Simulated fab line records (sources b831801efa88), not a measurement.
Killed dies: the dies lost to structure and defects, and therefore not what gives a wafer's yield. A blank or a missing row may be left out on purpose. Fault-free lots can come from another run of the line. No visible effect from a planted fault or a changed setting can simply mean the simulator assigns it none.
Code-filled problem report in 8D (eight disciplines) form | flow gf180mcu | the parts of the form that need people (team, actions taken, sign-off) are left out

1. WHAT IS WRONG
At GF_PSD_CLEAN_12, run_length_s averages 42 s over 6 wafers from 2 lots, while fault-free wafers read 178 s, standard deviation 3.6. Measured from the usual mean, that is -38 standard deviations.
The step: cleans in SC1/SC2, time 150 s.
The first sign was on wafer L150.2 at day 21 11:31, on wet_bench-03. The record has a number at this step for 18 wafers belonging to 6 lots. The rule behind "out" and "out of limits": a value lying over 4 standard deviations away from the usual mean. Any other wafer with a number is counted as sound.

2. WHAT IT IS; WHAT IT IS NOT
question                    | is                     | is not
which readings at this step | run_length_s           | -
which lots                  | L150, L152             | L138, L139, L140, L143
which wafers of those lots  | all that have a number | -
read on which tools         | wet_bench-03           | wet_bench-02
when                        | from day 21 11:31      | up to then (12 sound wafers)

3. SUSPECTS, AND WHAT RULES EACH OUT
Counting: a tool at a process step up to the reading stays a suspect if it ran every lot that is out and no sound lot after the first of them.
- wet_bench-03 at GF_PSD_CLEAN_12 (cleans in SC1/SC2, time 150 s): kept. Every lot that is out went through it, starting with L150 (day 21 11:31), and after that it ran no sound lot; the last sound lot it ran before then is L143 (day 18 16:19). Its own run_length_s readings are out on those wafers.
Remaining after the count: wet_bench-03 at GF_PSD_CLEAN_12.

4. THE CAUSE (what the simulator had put in)
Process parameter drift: wet_bench-03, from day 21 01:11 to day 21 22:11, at GF_PSD_CLEAN_12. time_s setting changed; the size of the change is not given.
After counting, this tool was the only one left.

5. THE CHAIN OF EFFECTS, in route order
Each row: a reading where the mean over the struck wafers with a number is more than 3 standard deviations away from the usual. Readings are gone through only where the record gives a usual standard deviation; hours: the median, over the lots, of the time from a lot's start at the first step in this table giving one to that lot's start at this step; sigmas: the change measured in usual standard deviations.
hours | step            | reading      | usual | on struck wafers | change | sigmas
0     | GF_PSD_CLEAN_12 | run_length_s | 178 s | 42               | -136   | -38
Its process steps:
- GF_PSD_CLEAN_12: cleans in SC1/SC2, time 150 s.

6. WHAT WOULD HAVE CAUGHT IT SOONER
10 hours passed between the start of the fault at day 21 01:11 and the first reading out of limits in this record, taken at day 21 11:31.
